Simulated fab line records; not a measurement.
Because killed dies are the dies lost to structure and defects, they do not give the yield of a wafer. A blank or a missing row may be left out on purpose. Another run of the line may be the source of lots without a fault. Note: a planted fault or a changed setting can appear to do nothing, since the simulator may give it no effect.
Matching of chambers    flow gf180mcu    4 sister chambers for GF_SAB_ETCH_11 on rie-diel-03
The step etches SiO2 in C4F8/O2/Ar, target depth 55 nm, time 8.5 s. 14 wafers are shown with their chamber, then 7 later ones without.

== WAFERS PAIRED WITH THEIR CHAMBERS ==
wafer   chamber  oes-product-au (a.u.)  rf-fwd-power-W (W)
L894.1  2        0.993                  1476
L894.2  1        1.011                  1487
L894.3  3        1.013                  1478
L898.2  3        1.016                  1469
L898.3  0        0.965                  1479
L898.6  0        0.964                  1476
L900.1  3        1.023                  1469
L900.3  1        0.997                  1472
L900.5  1        1.004                  1469
L901.1  0        0.973                  1475
L901.2  3        1.021                  1474
L901.3  1        1.007                  1473
L908.3  2        0.990                  1473
L908.4  1        1.005                  1479

SIGNATURES (averages over the wafers above)
reading         chamber 0  chamber 1  chamber 2  chamber 3  scatter within a chamber
oes-product-au  0.96733    1.00480    0.99150    1.01825    0.0047
rf-fwd-power-W  1476.67    1476.00    1474.50    1472.50    5.24
Rule: distance of a wafer from a chamber = root of the sum over the readings of ((wafer's reading minus chamber's mean) / reading's scatter) squared. The wafer belongs to the nearest chamber; if the next one is less than 2 further off, it can't be placed. The scatter is the square root of a quotient: the sum, over the shown wafers, of each reading's squared deviation from its chamber's mean, divided by wafers minus chambers.

== WAFERS WITHOUT THEIR CHAMBER ==
wafer   oes-product-au (a.u.)  rf-fwd-power-W (W)
L908.5  0.981                  1481
L913.2  1.024                  1468
L913.3  1.021                  1476
L913.4  1.002                  1479
L916.1  1.004                  1482
L916.3  1.017                  1471
L916.5  1.013                  1477

== CHAMBER TAKEN BY EACH ==
wafer    from the rows above       in truth
L908.5   can't be placed: 2 or 0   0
L913.2   3                         3
L913.3   3                         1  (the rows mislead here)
L913.4   can't be placed: 1 or 2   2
L916.1   can't be placed: 1 or 2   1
L916.3   3                         3
L916.5   can't be placed: 3 or 1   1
2 of 7 placed correctly. Unplaceable from these rows: 4, with the true chamber sitting among the candidates in 4. Number placed wrongly: 1.
